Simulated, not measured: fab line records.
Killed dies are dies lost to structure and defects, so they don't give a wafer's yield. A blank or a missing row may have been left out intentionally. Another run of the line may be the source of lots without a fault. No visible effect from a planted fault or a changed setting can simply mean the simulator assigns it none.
A single fault, viewed from 2 desks || flow sky130 || what lay behind the numbers comes last; until then each desk has only its own

DESK OF THE TOOL OWNER: rie diel-03
The tool's own readings at SKY_POLY_CUT_ETCH_10 (etches BARC in N2/H2, stops on SiO2, time 45.9 s, target depth 60 nm): means of the sampled wafers that have a number, for each lot that ran on this tool. The brackets show how far a lot's mean lies from the usual mean; more than 4 standard deviations puts the lot out of limits, marked OUT.
Columns: A = drypump motor current A at SKY_POLY_CUT_ETCH_10, usual 5.7 A; B = oes product au at SKY_POLY_CUT_ETCH_10, usual 0.854 a.u.; C = rf fwd power W at SKY_POLY_CUT_ETCH_10, usual 494.5 W; D = throttle valve pct at SKY_POLY_CUT_ETCH_10, usual 13.224 %
{"lot": "L185", "first seen here": "day 24 08:03", "A": 6.0, "B": 0.853, "C": 494.9, "D": 13.226}
{"lot": "L194", "first seen here": "day 27 21:48", "A": 5.7, "B": 0.856, "C": "442.1 (-23) OUT", "D": 13.227}
{"lot": "L195", "first seen here": "day 28 01:30", "A": 5.7, "B": 0.857, "C": "440.7 (-23) OUT", "D": 13.224}
This desk's finding: out of limits on L194, L195; first on L194, day 27 21:48 (rf fwd power W at SKY_POLY_CUT_ETCH_10). L185 stayed within limits.

METROLOGY DESK
What the gauges read, lot by lot, whatever tool the lot ran on: means of the sampled wafers that have a number. The brackets show how far a lot's mean lies from the usual mean; more than 4 standard deviations puts the lot out of limits, marked OUT.
Columns: A = VT_ADJUST_LVTN_2_TW at SKY_VT_ADJUST_LVTN_TW_MEAS_21, usual 186.2
{"lot": "L184", "first seen here": "day 7 16:41", "A": 185.2}
{"lot": "L185", "first seen here": "day 8 02:01", "A": 188.9}
{"lot": "L186", "first seen here": "day 8 04:05", "A": 188.5}
{"lot": "L187", "first seen here": "day 8 13:29", "A": 187.9}
{"lot": "L191", "first seen here": "day 9 17:05", "A": 189.9}
{"lot": "L194", "first seen here": "day 10 10:52", "A": 189.8}
{"lot": "L195", "first seen here": "day 10 16:43", "A": 184.3}
{"lot": "L198", "first seen here": "day 11 13:36", "A": 185.3}
{"lot": "L202", "first seen here": "day 12 15:56", "A": 183.7}
{"lot": "L203", "first seen here": "day 12 23:20", "A": 184.0}
{"lot": "L204", "first seen here": "day 13 07:49", "A": 186.8}
{"lot": "L206", "first seen here": "day 13 21:02", "A": 190.0}
{"lot": "L207", "first seen here": "day 14 08:25", "A": 186.1}
Result from this desk: across the 13 lots, nothing is out of limits.

BROUGHT TOGETHER
The tool owner's desk could have raised an alarm at day 27 21:48, on L194, L195.
Metrology desk: nothing out of limits seen.
The metrology desk holds a record of L194, L195, inside its limits.
On rie diel-03, each named lot ran SKY_POLY_CUT_ETCH_10.

WHAT THE SIMULATOR HAD INSERTED
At SKY_POLY_CUT_ETCH_10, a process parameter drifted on rie diel-03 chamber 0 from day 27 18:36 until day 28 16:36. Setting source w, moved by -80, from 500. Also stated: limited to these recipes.
Struck lots among those shown: L194, L195.
Time in hours from fault onset to the first out-of-limits reading at each desk: the tool owner's desk, 3.
